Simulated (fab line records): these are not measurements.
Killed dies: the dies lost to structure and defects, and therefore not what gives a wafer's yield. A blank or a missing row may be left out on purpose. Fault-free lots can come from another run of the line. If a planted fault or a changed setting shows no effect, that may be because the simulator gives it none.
Comparing a struck lot with a sound one    flow sfqLine    20 steps out of a route of 325
Sound: wafers L504.1, L504.3, L504.5. Wafers struck: L513.1, L513.3, L513.4. The cause is given at the end.
For every step that has rows: the tool of each side, followed by ch and its chambers, followed by its first start. Under that, the readings that differ: sound wafers    struck wafers    difference of the means    sigmas: that difference in standard deviations of wafers without a fault.
alike: a reading whose means differ by less than 2 such deviations, as well as words and numbers matching on both sides. not compared: withheld readings; readings where some wafer has no value; bounds like >300 that might hide an equal value; numbers whose values overlap and for which the record gives no deviation.
A row with sigmas, a row that says differs or no value, or rows on one side alone: a step with any of these is where the two part. Non-overlapping numbers with no deviation appear without sigmas and do not part them. A reading missing from all wafers of one side parts the sides only when that side holds two or more wafers.

first, 2 steps without rows for these wafers: SFQ_TRILAYER_I6_VIA_LITHO_PEB_172 (peb time 60 s); SFQ_TRILAYER_I6_VIA_LITHO_DEVELOP_171 (time 60 s).
SFQ_I6_OVL_MEAS_942:
  sound: overlay-01 at day 69 04:57; struck: overlay-02 at day 71 20:12
  alike: I6_OVL
SFQ_TRILAYER_I6_VIA_BARC_OPEN_VIA_ETCH_235: etches BARC in O2, target depth 125 nm, time 41.7 s.
  sound on rieDiel-03 ch 0,2,3, day 69 04:59; struck on rieDiel-04 ch 0,2,3, day 71 20:14
  alike: drypumpMotorCurrentA, oesProductAu
  not compared: rfHoursCounterH
SFQ_TRILAYER_I6_VIA_ETCH_VIA_ETCH_172: etches SiO2 in CHF3, stops on Nb, target depth 260 nm.
  sound on rieDiel-03 ch 0,2,3, day 69 05:02; struck on rieDiel-04 ch 0,2,3, day 71 20:17
  alike: drypumpMotorCurrentA, oesProductAu
SFQ_TRILAYER_I6_VIA_STRIP_STRIP_173: strips in O2.
  sound on rieMetal-02 ch 0,1, day 69 05:08; struck on rieMetal-03 ch 0,1, day 71 20:23
  alike: drypumpMotorCurrentA, oesProductAu
  not compared: rfHoursCounterH
then, 3 steps without rows for these wafers: SFQ_TRILAYER_I6_VIA_STRIP_SOLV_CLEAN_174 (cleans in NMP, time 600 s); SFQ_TRILAYER_M7_DEP_PRE_CLEAN_176 (time 22.5 s); SFQ_TRILAYER_M7_DEP_SPUTTER_175 (material Nb, target thk 200 nm, time 133.3 s).
SFQ_M7_RS_MEAS_943: the measuring method here is four-point-probe.
  sound: filmMetro-04 at day 69 06:03; struck: filmMetro-04 at day 71 21:17
  alike: M7_NB_RS
then, 1 step without rows for these wafers: SFQ_TRILAYER_M7_LITHO_COAT_182 (resist thk 62 nm).
SFQ_TRILAYER_M7_LITHO_COAT_177: resist thk 600 nm.
  sound on lithoTrack-01 ch 0, day 69 06:32; struck on lithoTrack-01 ch 0, day 71 21:46
reading                                             sound                 struck                difference  sigmas
spinSpeedRpm (rpm)                                  3000.5 2996.5 3002.5  3159.3 3156.4 3156.5  +157.6      +88
model.KrF_of_TRILAYER_M7_LITHO_COAT_177.thkNm (nm)  598 598.4 598         585.9 584.9 583.9     -13.2       
then, 4 steps without rows for these wafers: SFQ_TRILAYER_M7_LITHO_SOFTBAKE_181; SFQ_TRILAYER_M7_LITHO_EXPOSE_178 (exposes mask M7, target cd 500 nm); SFQ_TRILAYER_M7_LITHO_PEB_180 (peb time 60 s); SFQ_TRILAYER_M7_LITHO_DEVELOP_179 (time 60 s).
SFQ_M7_OVL_MEAS_945:
  sound: overlay-01 at day 70 07:22; struck: overlay-02 at day 73 00:48
  alike: M7_OVL
SFQ_TRILAYER_M7_BARC_OPEN_METAL_ETCH_229: etches BARC in O2, target depth 125 nm, time 41.7 s.
  sound on rieMetal-03 ch 0,1, day 70 07:24; struck on rieMetal-03 ch 0,1, day 73 00:50
  alike: drypumpMotorCurrentA, oesProductAu
  not compared: rfHoursCounterH
SFQ_TRILAYER_M7_ETCH_METAL_ETCH_180: etches Nb in Cl2/Ar, stops on SiO2, target depth 240 nm, time 120 s.
  sound on rieMetal-03 ch 0,1, day 70 07:28; struck on rieMetal-03 ch 0,1, day 73 00:54
reading                                             sound            struck             difference  sigmas
model.KrF_of_TRILAYER_M7_LITHO_COAT_177.thkNm (nm)  378.3 380 379.9  366.8 365.9 365.1  -13.5       
  alike: drypumpMotorCurrentA, oesProductAu
  not compared: rfHoursCounterH
SFQ_TRILAYER_M7_STRIP_STRIP_181: strips in O2.
  sound on rieMetal-03 ch 0,1, day 70 07:35; struck on rieMetal-03 ch 0,1, day 73 01:01
  alike: drypumpMotorCurrentA, oesProductAu
  not compared: rfHoursCounterH

WHERE THEY PART
At SFQ_TRILAYER_M7_LITHO_COAT_177 and nowhere else, as far as this record goes. Later steps at which nothing parts them and some readings are alike: SFQ_M7_OVL_MEAS_945, SFQ_TRILAYER_M7_BARC_OPEN_METAL_ETCH_229, SFQ_TRILAYER_M7_ETCH_METAL_ETCH_180, SFQ_TRILAYER_M7_STRIP_STRIP_181.

WHY: the cause the simulator had injected
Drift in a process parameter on lithoTrack-01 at SFQ_TRILAYER_M7_LITHO_COAT_177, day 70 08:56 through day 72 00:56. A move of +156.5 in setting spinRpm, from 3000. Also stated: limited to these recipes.
